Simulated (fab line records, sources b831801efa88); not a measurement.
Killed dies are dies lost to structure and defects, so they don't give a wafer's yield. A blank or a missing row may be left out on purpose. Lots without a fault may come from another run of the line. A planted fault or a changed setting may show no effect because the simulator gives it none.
fab line records | flow gf180mcu
record lots=12 wafers=36 last_day=34
route steps=602 shown HV_LDD@202 PSD@256
lots that met no fault: from a run of the same line without faults
start_h: hours from the record's first day to the start of the lot's first wafer shown | wait_h: hours since the lot's step before | " the same as in the row above | L1.1+2: a row that stands for several wafers | - no value, or no start given | * or withheld: withheld | < > ~ a bound
route shown NAME@n: a module of which the file shows steps, and the number in the route of the first | usual: mean/standard deviation of fault-free wafers | same: alike in all rows | chamber/n: place in a boat | sites: the reading at each site | _std_site: their standard deviation | _edge_site: outer sites' mean less inner sites' | radius_mm: how far each site lies from the wafer's centre | mask NAME#n: copy n | behind: the tool/chamber that last shaped the wafer | hold: why the lot was held/for how many hours/how that ended | device: the transistor (n, p or np) that didn't switch | end of line: the same wafers' tests at the end of the route | a step without rows: its recipe alone | killed: dies lost to structure and defects at the first sort, not the wafer's yield | map: a wafer's dies, x killed, . not, _ none there
set.NAME: the setting as run; set.NAME@STEP: as run at that earlier step | model.NAME: the simulator's own value behind a step, which no gauge read
steps of the route over a sample of lots; a table a step, a row a wafer
services: from which hour (start_h, from the record's first day; less than 0 if before it) a tool's chamber was out of use, for how many hours, and why
## steps
# step GF_HV_LDD_COAT_26
# recipe resist=NOVOLAK spin_rpm=3000 resist_thk_nm=1000
# columns lot.wafer tool chamber start_h wait_h
L642.4+5+6 litho_track-02 0 236.55 0.1
L646.1+3+6 litho_track-02 0 277.37 0.1
L647.1+4+6 litho_track-01 0 283.65 0.1
L648.1+3+6 litho_track-04 0 289.51 0.1
L649.3+4+5 litho_track-02 0 301.82 0.1
L651.1+4+6 litho_track-02 0 316.67 0.1
L650.2+3+5 litho_track-02 0 317.30 0.1
L658.1+5+6 litho_track-04 0 363.41 0.1
L660.2+3+5 litho_track-02 0 393.40 0.1
L661.3+5+6 litho_track-01 0 399.10 0.1
L662.3+5+6 litho_track-01 0 404.60 0.1
L663.1+5+6 litho_track-01 0 411.05 0.1
# step GF_HV_LDD_CD_MEAS_31
# recipe target_cd_nm=400
# usual cd_nm=399.9/2.1
# columns lot.wafer tool chamber start_h wait_h cd_nm
L642.4 cd_sem-02 - 245.62 0.1 398.9
L642.5 " - " " 399.3
L642.6 " - " " 399.0
L646.1 cd_sem-01 - 287.25 0.1 400.1
L646.3 " - " " 399.8
L646.6 " - " " 399.6
L647.1 cd_sem-02 - 293.45 0.1 397.9
L647.4 " - " " 398.2
L647.6 " - " " 398.5
L648.1 cd_sem-02 - 299.75 0.1 398.5
L648.3 " - " " 398.0
L648.6 " - " " 397.2
L649.3 cd_sem-02 - 311.81 0.1 399.4
L649.4 " - " " 399.3
L649.5 " - " " 398.3
L651.1 cd_sem-01 - 327.27 0.1 405.9
L651.4 " - " " 407.0
L651.6 " - " " 405.9
L650.2 cd_sem-02 - 327.89 0.1 405.7
L650.3 " - " " 406.8
L650.5 " - " " 405.7
L658.1 cd_sem-02 - 375.23 0.3 400.3
L658.5 " - " " 403.3
L658.6 " - " " 401.9
L660.2 cd_sem-01 - 404.98 0.1 402.0
L660.3 " - " " 400.9
L660.5 " - " " 401.8
L661.3 cd_sem-01 - 410.96 0.1 402.7
L661.5 " - " " 399.7
L661.6 " - " " 401.7
L662.3 cd_sem-02 - 416.44 0.1 401.7
L662.5 " - " " 402.3
L662.6 " - " " 400.7
L663.1 cd_sem-01 - 423.11 0.1 403.8
L663.5 " - " " 403.1
L663.6 " - " " 402.8
# step GF_HV_LDD_STRIP_37
# recipe chemistry=O2/N2 power_w=1400 pressure_mtorr=1500 platen_temp_c=250 o2_flow_sccm=3000 n2_flow_sccm=300 overash_fraction=0.5
# usual drypump_motor_current_A=5.9/0.56 heater_power_w=336/25 oes_product_au=0.717/0.004 strip_time_to_endpoint_s=12.64/0.04
# columns lot.wafer tool chamber start_h wait_h drypump_motor_current_A heater_power_w oes_product_au rf_hours_counter_h strip_time_to_endpoint_s
L642.4 plasma_asher-03 1 246.35 0.1 5.9 369 0.714 - 12.64
L642.5 " 0 " " 6.8 352 0.716 - 12.68
L642.6 " 1 " " 5.9 364 0.712 - 12.67
L646.1 plasma_asher-03 0 288.00 0.1 6.8 353 0.710 49 12.57
L646.3 " 0 " " 6.7 357 0.723 - 12.58
L646.6 " 1 " " 5.9 359 0.712 - 12.62
L647.1 plasma_asher-04 1 294.20 0.1 5.6 302 0.716 18 12.67
L647.4 " 0 " " 5.2 327 0.715 - 12.69
L647.6 " 0 " " 5.2 331 0.709 - 12.66
L648.1 plasma_asher-04 1 300.50 0.1 5.6 311 0.715 18 12.62
L648.3 " 1 " " 5.6 316 0.719 - 12.63
L648.6 " 1 " " 5.6 305 0.722 - 12.59
L649.3 plasma_asher-03 1 312.56 0.1 6.0 351 0.714 - 12.62
L649.4 " 0 " " 6.8 363 0.715 - 12.65
L649.5 " 1 " " 5.9 375 0.715 - 12.61
L651.1 plasma_asher-04 0 328.03 0.1 5.2 327 0.715 21 11.70
L651.4 " 1 " " 5.5 302 0.721 - 11.74
L651.6 " 0 " " 5.2 319 0.712 - 11.71
L650.2 plasma_asher-03 0 328.63 0.1 6.7 353 0.720 53 11.68
L650.3 " 0 " " 6.7 356 0.716 - 11.68
L650.5 " 1 " " 5.9 353 0.722 - 11.69
L658.1 plasma_asher-04 0 375.99 0.1 5.2 326 0.720 25 12.68
L658.5 " 1 " " 5.6 305 0.723 - 12.68
L658.6 " 0 " " 5.2 327 0.716 - 12.67
L660.2 plasma_asher-03 0 405.72 0.1 6.8 364 0.714 61 12.59
L660.3 " 1 " " 6.0 367 0.715 - 12.62
L660.5 " 0 " " 6.8 351 0.717 - 12.64
L661.3 plasma_asher-01 0 411.71 0.1 6.0 293 0.716 - 12.64
L661.5 " 1 " " 5.6 381 0.712 - 12.66
L661.6 " 0 " " 6.0 293 0.717 - 12.62
L662.3 plasma_asher-04 0 417.19 0.1 5.2 326 0.716 - 12.63
L662.5 " 0 " " 5.2 329 0.717 - 12.60
L662.6 " 1 " " 5.6 309 0.715 - 12.61
L663.1 plasma_asher-03 1 423.87 0.1 5.9 365 0.725 63 12.59
L663.5 " 1 " " 6.0 367 0.713 - 12.60
L663.6 " 0 " " 6.8 354 0.721 - 12.58
# step GF_HV_LDD_THK_MEAS_55
# recipe reads=SiO2_of_HV_LDD_CVD_54
# usual HV_LDD_CVD_54_THK=9.98/0.14
# columns lot.wafer tool chamber start_h wait_h HV_LDD_CVD_54_THK[nm]
L642.4 film_metro-03 - 266.43 0.0 9.92
L642.5 " - " " 9.87
L642.6 " - " " 9.95
L646.1 film_metro-01 - 309.75 0.0 10.11
L646.3 " - " " 9.99
L646.6 " - " " 10.15
L647.1 film_metro-01 - 316.29 0.0 9.86
L647.4 " - " " 9.81
L647.6 " - " " 9.95
L648.1 film_metro-01 - 322.85 0.0 10.07
L648.3 " - " " 9.93
L648.6 " - " " 9.81
L649.3 film_metro-01 - 334.82 0.0 9.88
L649.4 " - " " 9.80
L649.5 " - " " 9.90
L651.1 film_metro-02 - 350.45 0.0 9.96
L651.4 " - " " 9.98
L651.6 " - " " 10.08
L650.2 film_metro-03 - 350.77 0.0 9.87
L650.3 " - " " 9.91
L650.5 " - " " 9.81
L658.1 film_metro-01 - 400.67 0.0 10.32
L658.5 " - " " 10.38
L658.6 " - " " 10.12
L660.2 film_metro-02 - 431.29 0.0 9.98
L660.3 " - " " 10.06
L660.5 " - " " 9.93
L661.3 film_metro-01 - 437.25 0.0 9.95
L661.5 " - " " 9.96
L661.6 " - " " 10.05
L662.3 film_metro-02 - 443.45 0.0 9.91
L662.5 " - " " 9.88
L662.6 " - " " 9.97
L663.1 film_metro-01 - 449.40 0.0 9.89
L663.5 " - " " 9.84
L663.6 " - " " 9.67
# step GF_PSD_OVL_MEAS_08
# usual PSD_OVL=0.1/1.4
# columns lot.wafer tool chamber start_h wait_h PSD_OVL[nm]
L642.4 overlay-01 - 307.88 0.1 -2.1
L642.5 " - " " -2.9
L642.6 " - " " -0.8
L646.1 overlay-02 - 354.76 0.1 0.8
L646.3 " - " " -0.3
L646.6 " - " " 1.2
L647.1 overlay-01 - 360.82 0.1 0.0
L647.4 " - " " -2.5
L647.6 " - " " -0.6
L648.1 overlay-02 - 367.67 0.1 1.7
L648.3 " - " " -0.8
L648.6 " - " " 0.1
L649.3 overlay-01 - 380.09 0.1 -0.1
L649.4 " - " " -1.4
L649.5 " - " " -1.3
L651.1 overlay-01 - 398.26 0.1 -0.2
L651.4 " - " " 0.2
L651.6 " - " " 0.9
L650.2 overlay-02 - 398.57 0.1 1.6
L650.3 " - " " 0.3
L650.5 " - " " 0.8
L658.1 overlay-01 - 451.56 0.1 0.8
L658.5 " - " " -0.5
L658.6 " - " " -1.1
L660.2 overlay-02 - 482.64 0.1 -0.4
L660.3 " - " " 0.5
L660.5 " - " " -1.4
L661.3 overlay-02 - 487.94 0.1 -0.2
L661.5 " - " " 0.5
L661.6 " - " " 1.0
L662.3 overlay-02 - 494.02 0.1 -1.7
L662.5 " - " " -1.3
L662.6 " - " " -3.0
L663.1 overlay-02 - 499.21 0.1 0.8
L663.5 " - " " 2.0
L663.6 " - " " 1.5
# step GF_PSD_STRIP_10
# recipe chemistry=O2/N2 power_w=1400 pressure_mtorr=1500 platen_temp_c=250 o2_flow_sccm=3000 n2_flow_sccm=300 overash_fraction=0.5
# usual drypump_motor_current_A=5.8/0.58 heater_power_w=331/24 oes_product_au=0.592/0.005 strip_time_to_endpoint_s=16.55/0.045
# columns lot.wafer tool chamber start_h wait_h drypump_motor_current_A heater_power_w oes_product_au rf_hours_counter_h strip_time_to_endpoint_s
L642.4 plasma_asher-04 0 308.08 0.1 5.2 333 0.596 - 16.54
L642.5 " 1 " " 5.6 306 0.588 - 16.52
L642.6 " 0 " " 5.2 319 0.595 - 16.55
L646.1 plasma_asher-03 1 354.95 0.1 5.9 359 0.588 56 16.60
L646.3 " 1 " " 5.9 365 0.598 - 16.56
L646.6 " 1 " " 5.9 365 0.592 - 16.55
L647.1 plasma_asher-04 1 361.00 0.1 5.5 297 0.591 24 16.50
L647.4 " 0 " " 5.2 321 0.588 - 16.53
L647.6 " 1 " " 5.5 308 0.590 - 16.52
L648.1 plasma_asher-04 1 367.85 0.1 5.6 311 0.599 25 16.58
L648.3 " 1 " " 5.6 310 0.598 - 16.56
L648.6 " 1 " " 5.6 303 0.588 - 16.58
L649.3 plasma_asher-03 1 380.30 0.1 5.9 370 0.595 - 16.57
L649.4 " 0 " " 6.8 359 0.591 - 16.51
L649.5 " 0 " " 6.8 358 0.590 - 16.48
L651.1 plasma_asher-02 0 398.45 0.1 5.3 327 0.597 73 16.54
L651.4 " 0 " " 5.3 336 0.593 - 16.50
L651.6 " 1 " " 6.6 302 0.592 - 16.57
L650.2 plasma_asher-03 0 398.75 0.1 6.8 357 0.583 60 16.58
L650.3 " 1 " " 5.9 357 0.596 - 16.57
L650.5 " 1 " " 5.9 360 0.601 - 16.55
L658.1 plasma_asher-03 0 451.75 0.1 6.8 355 0.587 66 16.52
L658.5 " 0 " " 6.8 358 0.598 - 16.49
L658.6 " 1 " " 6.0 360 0.591 - 16.56
L660.2 plasma_asher-04 0 482.82 0.1 5.2 330 0.593 37 16.55
L660.3 " 1 " " 5.6 310 0.591 - 16.52
L660.5 " 0 " " 5.2 322 0.595 - 16.53
L661.3 plasma_asher-02 0 488.15 0.1 5.3 329 0.596 - 16.53
L661.5 " 0 " " 5.3 331 0.589 - 16.51
L661.6 " 1 " " 6.6 302 0.584 - 16.50
L662.3 plasma_asher-02 0 494.23 0.1 5.3 334 0.595 - 16.44
L662.5 " 1 " " 6.5 303 0.594 - 16.46
L662.6 " 0 " " 5.3 337 0.596 - 16.45
L663.1 plasma_asher-04 1 499.40 0.1 5.6 303 0.588 39 16.46
L663.5 " 1 " " 5.6 301 0.591 - 16.45
L663.6 " 0 " " 5.2 322 0.594 - 16.48
## services
# columns tool chamber start_h hours kind
plasma_asher-03 - 213.06 3.3 repair
plasma_asher-02 - 229.41 0.8 repair
plasma_asher-03 - 277.38 1.4 repair
plasma_asher-03 - 280.90 0.3 repair
plasma_asher-03 - 291.06 0.5 repair
plasma_asher-03 - 305.06 3.8 repair
plasma_asher-01 - 326.86 2.8 pm
plasma_asher-02 - 330.26 0.4 repair
plasma_asher-04 - 335.15 6.6 repair
plasma_asher-02 - 357.31 3.5 repair
plasma_asher-02 - 386.26 0.7 repair
plasma_asher-03 - 391.79 1.8 repair
plasma_asher-01 - 397.82 7.4 repair
plasma_asher-03 - 420.12 2.0 repair
plasma_asher-01 - 421.25 9.0 pm
plasma_asher-01 0 421.25 9.0 vent_cycle
plasma_asher-01 1 421.25 9.0 vent_cycle
plasma_asher-01 - 430.25 14.6 pm
plasma_asher-01 0 430.25 - clean
plasma_asher-01 1 430.25 - clean
plasma_asher-03 - 440.89 2.4 repair
plasma_asher-02 - 498.95 1.2 repair
## key
first_sign step=GF_HV_LDD_CD_MEAS_31 reading=cd_nm direction=up sigmas=3.1 usual=399.9 struck=406.2
effect step=GF_HV_LDD_STRIP_37 reading=strip_time_to_endpoint_s direction=down sigmas=23 usual=* struck=*
met_at GF_HV_LDD_COAT_26
struck_lots L650,L651
tester_left_out L650,L651
not_acting_at GF_HV_LDD_THK_MEAS_55,GF_PSD_OVL_MEAS_08,GF_PSD_STRIP_10
onset_between 301.82 316.67
fault kind=process_parameter_drift tool=litho_track-02 chamber=- onset_h=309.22 steps=GF_HV_LDD_COAT_26 channel=resist_thk_nm offset=* shape=step end_h=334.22 acts_in=* stated=*
# tester_left_out: of these lots the tester's yield and bins aren't shown, on N5 and GAA mostly nor the transistor test; their killed dies are dies lost to structure and defects alone, not to doping, threshold or leakage, so they don't give the yield
